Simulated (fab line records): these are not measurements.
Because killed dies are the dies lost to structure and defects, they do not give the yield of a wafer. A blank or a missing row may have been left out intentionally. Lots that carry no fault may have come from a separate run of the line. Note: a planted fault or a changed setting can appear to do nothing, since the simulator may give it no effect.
What tool caused it? ; flow sky130 ; 12 lots, 36 wafers sampled, at 5 steps of a route of 708

## WHAT THE GAUGES READ, wafer by wafer
The record holds no reading of a measuring or inspecting step that can be judged against a usual standard deviation.

## WHICH TOOL RAN EACH LOT (tool, then ch and the chambers of the sampled wafers, then the start)
lot;SKY_FIELD_ISO_ETCH_17;SKY_LI_CONTACT_ETCH_14;SKY_LI_CONTACT_SPUTTER_20;SKY_METAL1_SPUTTER_03;SKY_PAD_OPEN_PROBE_99
L928;rie_si-02 ch 1,2,3, day 2 05:08;rie_diel-01 ch 2,3, day 29 09:57;pvd_sputter-04, day 29 10:27;pvd_sputter-02, day 31 22:40;-
L930;rie_si-02 ch 0,1,3, day 2 15:37;rie_diel-03 ch 0,2,3, day 30 05:58;pvd_sputter-02, day 30 06:29;pvd_sputter-03, day 32 17:32;-
L931;rie_si-02 ch 1,2, day 2 23:14;rie_diel-03 ch 0,2,3, day 30 13:43;pvd_sputter-04, day 30 14:13;pvd_sputter-03, day 33 00:29;-
L932;rie_si-02 ch 0,1,3, day 3 02:26;rie_diel-02 ch 1,2,3, day 30 14:16;pvd_sputter-01, day 30 14:52;pvd_sputter-04, day 33 01:18;-
L933;rie_si-01 ch 2,3, day 3 06:39;rie_diel-03 ch 2,3, day 30 17:34;pvd_sputter-01, day 30 18:04;pvd_sputter-04, day 33 05:11;-
L934;rie_si-02 ch 0,1,3, day 3 12:05;rie_diel-01 ch 0,2,3, day 31 10:28;pvd_sputter-01, day 31 10:58;pvd_sputter-04, day 33 21:07;-
L935;rie_si-01 ch 0,3, day 3 16:53;rie_diel-02 ch 0,1, day 31 16:40;pvd_sputter-02, day 31 17:10;pvd_sputter-03, day 34 03:28;-
L936;rie_si-02 ch 0,2,3, day 3 22:38;rie_diel-01 ch 0,1,3, day 31 18:54;pvd_sputter-01, day 31 19:24;pvd_sputter-04, day 34 04:15;-
L937;rie_si-02 ch 2,3, day 4 03:26;rie_diel-02 ch 2,3, day 31 23:27;pvd_sputter-04, day 31 23:57;pvd_sputter-03, day 34 10:06;-
L938;rie_si-01 ch 0,1, day 4 08:12;rie_diel-01 ch 1,2, day 32 12:13;pvd_sputter-04, day 32 12:43;pvd_sputter-03, day 34 21:49;-
L947;rie_si-02 ch 0,1,2, day 6 14:19;rie_diel-03 ch 0,1, day 35 17:01;pvd_sputter-04, day 35 17:31;pvd_sputter-02, day 38 00:26;prober-01, day 50 10:44
L949;rie_si-01 ch 1,3, day 6 19:15;rie_diel-01 ch 1,2, day 35 23:07;pvd_sputter-02, day 35 23:37;pvd_sputter-02, day 38 06:37;-
- SKY_FIELD_ISO_ETCH_17: etches Si in HBr/Cl2/O2, target depth 342 nm, time 97.7 s.
- SKY_LI_CONTACT_ETCH_14: etches BARC in N2/H2, stops on SiO2, time 45.9 s, target depth 60 nm.
- SKY_LI_CONTACT_SPUTTER_20: material TiN, target thk 20 nm, time 80 s.
- SKY_METAL1_SPUTTER_03: material Ti, target thk 5 nm, time 3.3 s.
- SKY_PAD_OPEN_PROBE_99

## AS READ BY THE TOOLS THEMSELVES (means over the sampled wafers that have a number; for cases with no such wafer, the mark the record gives instead)
SKY_FIELD_ISO_ETCH_17.
lot;tool;bias_w (W);drypump_motor_current_A (A);he_backside_leak_sccm (sccm);oes_product_au (a.u.);throttle_valve_pct (%)
L928;rie_si-02;150.0;5.3;2.9;0.996;25.663
L930;rie_si-02;149.7;5.5;2.9;1.007;25.652
L931;rie_si-02;150.0;5.3;2.8;1.004;25.642
L932;rie_si-02;150.8;5.5;3.0;1.003;25.657
L933;rie_si-01;149.8;5.7;3.0;1.014;25.643
L934;rie_si-02;150.2;5.5;3.0;1.011;25.654
L935;rie_si-01;149.2;5.7;2.7;0.999;25.651
L936;rie_si-02;149.8;5.4;2.8;1.002;25.652
L937;rie_si-02;149.3;5.3;2.7;0.998;25.658
L938;rie_si-01;150.3;5.3;2.6;1.009;25.656
L947;rie_si-02;155.1;5.5;2.8;1.016;25.642
L949;rie_si-01;149.5;5.8;2.8;1.006;25.647

SKY_LI_CONTACT_ETCH_14.
lot;tool;bias_w (W);drypump_motor_current_A (A);oes_product_au (a.u.);throttle_valve_pct (%)
L928;rie_diel-01;99.79;5.0;0.854;13.222
L930;rie_diel-03;99.85;5.5;0.854;13.228
L931;rie_diel-03;99.65;5.5;0.854;13.229
L932;rie_diel-02;100.08;5.6;0.859;13.223
L933;rie_diel-03;99.89;5.5;0.847;13.224
L934;rie_diel-01;100.19;5.3;0.848;13.223
L935;rie_diel-02;99.82;5.8;0.857;13.221
L936;rie_diel-01;100.07;5.6;0.853;13.221
L937;rie_diel-02;99.90;5.7;0.857;13.229
L938;rie_diel-01;99.66;5.1;0.853;13.226
L947;rie_diel-03;100.00;5.1;0.847;13.226
L949;rie_diel-01;99.80;5.1;0.852;13.229

SKY_LI_CONTACT_SPUTTER_20.
lot;tool;throttle_valve_pct (%)
L928;pvd_sputter-04;30.6
L930;pvd_sputter-02;29.7
L931;pvd_sputter-04;30.8
L932;pvd_sputter-01;31.6
L933;pvd_sputter-01;31.1
L934;pvd_sputter-01;30.4
L935;pvd_sputter-02;29.2
L936;pvd_sputter-01;30.6
L937;pvd_sputter-04;29.4
L938;pvd_sputter-04;30.6
L947;pvd_sputter-04;28.4
L949;pvd_sputter-02;29.8

SKY_METAL1_SPUTTER_03.
lot;tool;throttle_valve_pct (%)
L928;pvd_sputter-02;29.2
L930;pvd_sputter-03;29.3
L931;pvd_sputter-03;29.9
L932;pvd_sputter-04;30.6
L933;pvd_sputter-04;28.6
L934;pvd_sputter-04;30.7
L935;pvd_sputter-03;29.9
L936;pvd_sputter-04;29.5
L937;pvd_sputter-03;29.8
L938;pvd_sputter-03;29.5
L947;pvd_sputter-02;29.2
L949;pvd_sputter-02;29.9

SKY_PAD_OPEN_PROBE_99.
lot;tool;killed_at_M0_to_M3;killed_at_M4_up;killed_at_contacts;killed_at_front_end;killed_at_other;killed_dies;killed_open;killed_short
L947;prober-01;41;2.0;25;12;0.3;81;46;34

## THE ANSWER, worked out from the rows above alone
Rule: the usual values come from the lots themselves. Put in order of their means at a reading, lots are off if they are a third of the lots or fewer, leave a main group of 4 or more, and stand apart from it by a gap of 3 or more times the standard deviation of the main group's means; of several such gaps the widest counts. The tables above print the reading to a certain number of digits; a main group whose means all agree to those digits is not used. Also off: a lot with no number at a reading for which 4 or more lots have one. Any other lot the step has rows for is counted as sound. First the gauges in route order, then the tools' own readings, where a lot's mean is used as printed above. At the first step where some lot is off, the reading lying furthest off is the one used; lots without a number count as furthest.
Off at SKY_FIELD_ISO_ETCH_17 (bias_w): L947. Mean 149.9 W and standard deviation 0.44 in the main group.
A tool fits if, at that step or a process step before it, it ran every lot that is off, and no sound lot after the first of them. One candidate fits, namely rie_si-02 at SKY_FIELD_ISO_ETCH_17. Its last sound lot is L937 (day 4 03:26), its first lot that is off L947 (day 6 14:19): a fault that began between those two fits.
On the lots that are off, the tool's own readings at SKY_FIELD_ISO_ETCH_17 differ by more than 5 times the standard deviation of the sound lots' means, which bears it out; bias_w reads 155.1 W there versus 149.9 W on the sound lots.

## WHAT HAD BEEN PUT IN BY THE SIMULATOR
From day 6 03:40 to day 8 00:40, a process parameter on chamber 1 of rie_si-02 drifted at SKY_FIELD_ISO_ETCH_17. Setting bias_w shifted by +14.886 from 150. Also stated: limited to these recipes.
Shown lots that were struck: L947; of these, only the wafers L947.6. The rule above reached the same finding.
